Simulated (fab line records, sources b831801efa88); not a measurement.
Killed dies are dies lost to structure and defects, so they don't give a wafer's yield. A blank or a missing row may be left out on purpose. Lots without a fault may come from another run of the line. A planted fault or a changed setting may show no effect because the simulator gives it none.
Which tool did it? | flow sky130 | 6 lots, 18 wafers sampled, at 3 steps of a route of 708

WHAT THE GAUGES READ, wafer by wafer
SKY_VIA3_BOW_MEAS_03.
lot  | measured     | on            | VIA3_BOW (um)
L681 | day 39 16:30 | film_metro-01 | 73 88 69
L684 | day 40 05:13 | film_metro-02 | 83 77 77
L687 | day 40 23:14 | film_metro-01 | 64 74 65
L692 | day 42 13:44 | film_metro-02 | 86 89 92
L696 | day 44 11:03 | film_metro-04 | 95 88 76
L700 | day 44 19:14 | film_metro-04 | 84 79 83

WHICH TOOL RAN EACH LOT (tool, then ch and the chambers of the sampled wafers, then the start)
lot  | SKY_POLY_CUT_STRIP_12                | SKY_METAL3_ETCH_17
L681 | plasma_asher-03 ch 0,1, day 25 09:53 | rie_diel-02 ch 0,3, day 39 15:07
L684 | plasma_asher-03 ch 0,1, day 25 23:34 | rie_diel-02 ch 0,1,2, day 40 03:47
L687 | plasma_asher-01 ch 0,1, day 26 23:32 | rie_diel-01 ch 1,2,3, day 40 21:50
L692 | plasma_asher-01 ch 1, day 28 19:35   | rie_diel-02 ch 0,2,3, day 42 12:10
L696 | plasma_asher-01 ch 0,1, day 31 02:13 | rie_diel-02 ch 0,2,3, day 44 09:35
L700 | plasma_asher-03 ch 0,1, day 31 15:43 | rie_diel-02 ch 2,3, day 44 17:24
- SKY_POLY_CUT_STRIP_12: strips in O2/N2.
- SKY_METAL3_ETCH_17: etches SiO2 in C4F8/O2/Ar, stops on TiN, time 3.9 s, target depth 15 nm.

THE ANSWER, worked out from the rows above alone
Rule: what is usual is taken from the lots themselves. Put in order of their means at a reading, lots are off if they are a third of the lots or fewer, leave a main group of 4 or more, and stand apart from it by a gap of 3 or more times the standard deviation of the main group's means; of several such gaps the widest counts. A main group whose means are all the same, to the digits that the tables above print for the reading, isn't used. A lot without any number at a reading at which 4 lots or more have one is off too. The other lots that the step has rows for count as sound.
No lot is off at any reading shown: from this, nothing can be told.

WHAT THE SIMULATOR HAD PUT IN
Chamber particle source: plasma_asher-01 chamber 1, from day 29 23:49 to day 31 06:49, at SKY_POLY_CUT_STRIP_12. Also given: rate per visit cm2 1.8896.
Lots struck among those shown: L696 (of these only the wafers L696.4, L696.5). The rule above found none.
